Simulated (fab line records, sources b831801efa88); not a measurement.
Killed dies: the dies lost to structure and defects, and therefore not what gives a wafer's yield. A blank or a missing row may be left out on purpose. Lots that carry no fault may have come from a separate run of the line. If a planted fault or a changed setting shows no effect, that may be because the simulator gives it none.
Which tool did it? ; flow gf180mcu ; 11 lots with 33 wafers sampled at 4 steps, on a route of 602 steps

WHAT EACH GAUGE READ, for each wafer
GF_V3_THK_MEAS_03.
lot;measured;on;V3_CVD_02_THK (nm)
L352;day 22 08:12;film-metro-04;830 848 842
L356;day 23 21:26;film-metro-02;843 856 931
L357;day 24 05:05;film-metro-04;921 857 835
L358;day 24 14:57;film-metro-04;850 850 882
L360;day 25 08:28;film-metro-02;831 921 845
L363;day 26 06:25;film-metro-03;856 869 870
L364;day 26 21:41;film-metro-02;833 849 851
L365;day 27 02:20;film-metro-04;836 841 862
L368;day 28 12:51;film-metro-04;855 834 842
L369;day 28 16:55;film-metro-02;856 875 843
L372;day 29 04:40;film-metro-02;826 828 858

TOOL THAT RAN EACH LOT (tool first, then ch and the chambers of the sampled wafers, then the start)
lot;GF_V1_ETCH_17;GF_M3_SPUTTER_04;GF_V3_CVD_02
L352;rie-diel-01 ch 0,1, day 21 07:29 or earlier;pvd-sputter-04, day 21 07:29;pecvd-03 ch 0,2, day 22 08:08
L356;rie-diel-02 ch 0,1,2, day 22 22:37 or earlier;pvd-sputter-02, day 22 22:37;pecvd-03 ch 0,1,2, day 23 21:22
L357;rie-diel-01 ch 0,1,2, day 23 05:02 or earlier;pvd-sputter-02, day 23 05:02;pecvd-03 ch 0,1,2, day 24 05:01
L358;rie-diel-02 ch 0,1,2, day 23 15:59 or earlier;pvd-sputter-03, day 23 15:59;pecvd-02 ch 1,2, day 24 14:50
L360;rie-diel-02 ch 1,2,3, day 24 09:52 or earlier;pvd-sputter-04, day 24 09:52;pecvd-03 ch 0,2, day 25 08:23
L363;rie-diel-04 ch 1,2, day 25 07:59 or earlier;pvd-sputter-03, day 25 07:59;pecvd-02 ch 0,2, day 26 06:20
L364;rie-diel-01 ch 0,1,2, day 25 23:42 or earlier;pvd-sputter-03, day 25 23:42;pecvd-02 ch 0,1, day 26 21:35
L365;rie-diel-04 ch 0,2, day 26 04:14 or earlier;pvd-sputter-03, day 26 04:14;pecvd-02 ch 0,2, day 27 02:15
L368;rie-diel-01 ch 0,3, day 26 21:38 or earlier;pvd-sputter-02, day 26 21:38;pecvd-03 ch 1,2, day 28 12:46
L369;rie-diel-02 ch 1,2,3, day 27 11:42 or earlier;pvd-sputter-03, day 27 11:42;pecvd-04 ch 0,1,2, day 28 16:49
L372;rie-diel-01 ch 1,3, day 28 16:37 or earlier;pvd-sputter-04, day 28 16:37;pecvd-02 ch 0,1,2, day 29 04:36
- GF_V1_ETCH_17: etches SiO2 in C4F8/O2/Ar, stops on TiN, target depth 630 nm.
- GF_M3_SPUTTER_04: material TiN, target thk 50 nm, time 41.7 s.
- GF_V3_CVD_02: deposits SiO2 from TEOS, target thk 850 nm, time 94.851 s.

WHAT THE TOOLS THEMSELVES READ (means of the sampled wafers that have a number; where no wafer has one, the mark that the record gives instead)
GF_V1_ETCH_17.
lot;tool;oes-product-au (a.u.)
L352;rie-diel-01;0.854
L356;rie-diel-02;0.853
L357;rie-diel-01;0.858
L358;rie-diel-02;0.858
L360;rie-diel-02;0.851
L363;rie-diel-04;0.850
L364;rie-diel-01;0.861
L365;rie-diel-04;0.856
L368;rie-diel-01;0.857
L369;rie-diel-02;0.856
L372;rie-diel-01;0.858

GF_M3_SPUTTER_04.
lot;tool;cathode-dc-power-W (W);throttle-valve-pct (%)
L352;pvd-sputter-04;6499.7;30.8
L356;pvd-sputter-02;6500.5;31.4
L357;pvd-sputter-02;6500.1;30.8
L358;pvd-sputter-03;6499.4;30.5
L360;pvd-sputter-04;6499.3;29.8
L363;pvd-sputter-03;6499.1;30.4
L364;pvd-sputter-03;6500.2;31.1
L365;pvd-sputter-03;6501.0;30.7
L368;pvd-sputter-02;6498.9;30.4
L369;pvd-sputter-03;6500.7;31.1
L372;pvd-sputter-04;6500.0;29.6

GF_V3_CVD_02.
lot;tool;heater-power-outer-w (W);heater-power-w (W)
L352;pecvd-03;388;689
L356;pecvd-03;354;605
L357;pecvd-03;363;612
L358;pecvd-02;309;570
L360;pecvd-03;428;750
L363;pecvd-02;398;675
L364;pecvd-02;347;599
L365;pecvd-02;358;614
L368;pecvd-03;388;655
L369;pecvd-04;378;629
L372;pecvd-02;368;641

THE ANSWER, worked out from the rows above alone
Rule: the lots themselves supply what counts as usual. Put in order of their means at a reading, lots are off if they are a third of the lots or fewer, leave a main group of 4 or more, and stand apart from it by a gap of 3 or more times the standard deviation of the main group's means; of several such gaps the widest counts. The tables above print the reading to a certain number of digits; a main group whose means all agree to those digits is not used. Also off: a lot with no number at a reading for which 4 or more lots have one. All remaining lots with rows at the step are treated as sound. The gauges are gone through in route order, then the tools' own readings, and for those a lot's mean is taken as printed above. The first step at which some lot is off is used, and at that step the reading that is off furthest; a lot without a number counts as furthest.
Nothing can be told from this: no lot is off at any reading shown.

WHAT HAD BEEN PUT IN BY THE SIMULATOR
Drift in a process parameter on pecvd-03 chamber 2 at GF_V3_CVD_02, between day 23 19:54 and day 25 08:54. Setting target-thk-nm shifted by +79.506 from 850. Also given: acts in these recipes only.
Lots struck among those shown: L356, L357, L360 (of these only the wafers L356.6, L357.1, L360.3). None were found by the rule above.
